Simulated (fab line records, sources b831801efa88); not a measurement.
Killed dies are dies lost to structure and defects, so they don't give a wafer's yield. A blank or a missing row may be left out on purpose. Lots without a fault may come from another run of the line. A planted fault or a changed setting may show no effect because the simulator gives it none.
Problem report in the 8D (eight disciplines) form, filled by code | flow sky130 | the parts of the form that need people (team, actions taken, sign-off) are left out

1. THE PROBLEM
FIELD_ISO_CVD_24_THK at SKY_FIELD_ISO_THK_MEAS_25 reads a mean of 817 nm on 1 wafer of 1 lot; wafers without a fault read 592 nm with a standard deviation of 6.2. That is +36 standard deviations from the usual mean.
First seen on wafer L528.1, day 7 06:35, on film_metro-03. The record holds 33 wafers of 11 lots with a number at this step. Rule for "out", or "out of limits": more than 4 standard deviations from the usual mean. The other wafers with a number count as sound.

2. WHAT IT IS AND WHAT IT IS NOT
question                    | is                   | is not
which readings at this step | FIELD_ISO_CVD_24_THK | -
which lots                  | L528                 | L507, L509, L510, L511, L515, L517, L519, L520, L522, L524
which wafers of those lots  | L528.1               | L528.2, L528.5
read on which gauges        | film_metro-03        | film_metro-01, film_metro-02
when                        | from day 7 06:35     | up to then (32 sound wafers)

3. SUSPECTS, AND WHAT RULES EACH OUT
Counting: a tool at a process step up to the reading stays a suspect if it ran every lot that is out. Sound lots after the first of them don't rule it out here, since some wafers of a struck lot are sound.
- the gauge at SKY_FIELD_ISO_THK_MEAS_25: ruled out. All the wafers that are out were read on film_metro-03, but those of them that SKY_FIELD_ISO_CMP_27 has rows for are out there too, on other tools.
- hdpcvd-02 at SKY_FIELD_ISO_CVD_24 (deposits SiO2, target thk 595 nm, time 99.2 s): kept. It ran the lot that is out, L528 (day 7 06:31); its last sound lot up to then is L524 (day 6 08:20).
Left after counting: hdpcvd-02 at SKY_FIELD_ISO_CVD_24.

4. THE CAUSE (what the simulator had put in)
Process parameter drift: hdpcvd-02, from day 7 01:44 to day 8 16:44, at SKY_FIELD_ISO_CVD_24. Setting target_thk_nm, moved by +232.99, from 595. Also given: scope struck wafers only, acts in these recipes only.
Counting left only this tool.

5. THE CHAIN OF EFFECTS, in route order
Each row: a reading whose mean over the struck wafers that have a number lies more than 3 standard deviations from the usual. Only readings for which the record gives a usual standard deviation are gone through. hours: the time from each lot's start at the first step in this table that gives one to its start at this step, as a median over the lots. sigmas: the change in usual standard deviations.
hours | step                      | reading              | usual  | on struck wafers | change | sigmas
0     | SKY_FIELD_ISO_THK_MEAS_25 | FIELD_ISO_CVD_24_THK | 592 nm | 817              | +225   | +36
3     | SKY_FIELD_ISO_CMP_27      | time_to_endpoint_s   | 111 s  | 147              | +36    | +9.0
The process steps in it:
- SKY_FIELD_ISO_CMP_27: polishes, stops on Si3N4, t overpolish 16 s, target thk 457.8 nm.

6. WHAT WOULD HAVE CAUGHT IT SOONER
In this record the first reading out of limits at a measuring or inspecting step was taken at day 7 06:35, 5 hours after the fault began at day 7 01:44.
All the lots that are out (1) had begun SKY_FIELD_ISO_CVD_24 on hdpcvd-02 by day 7 06:35. A hold on the tool at that time would have spared none of them.
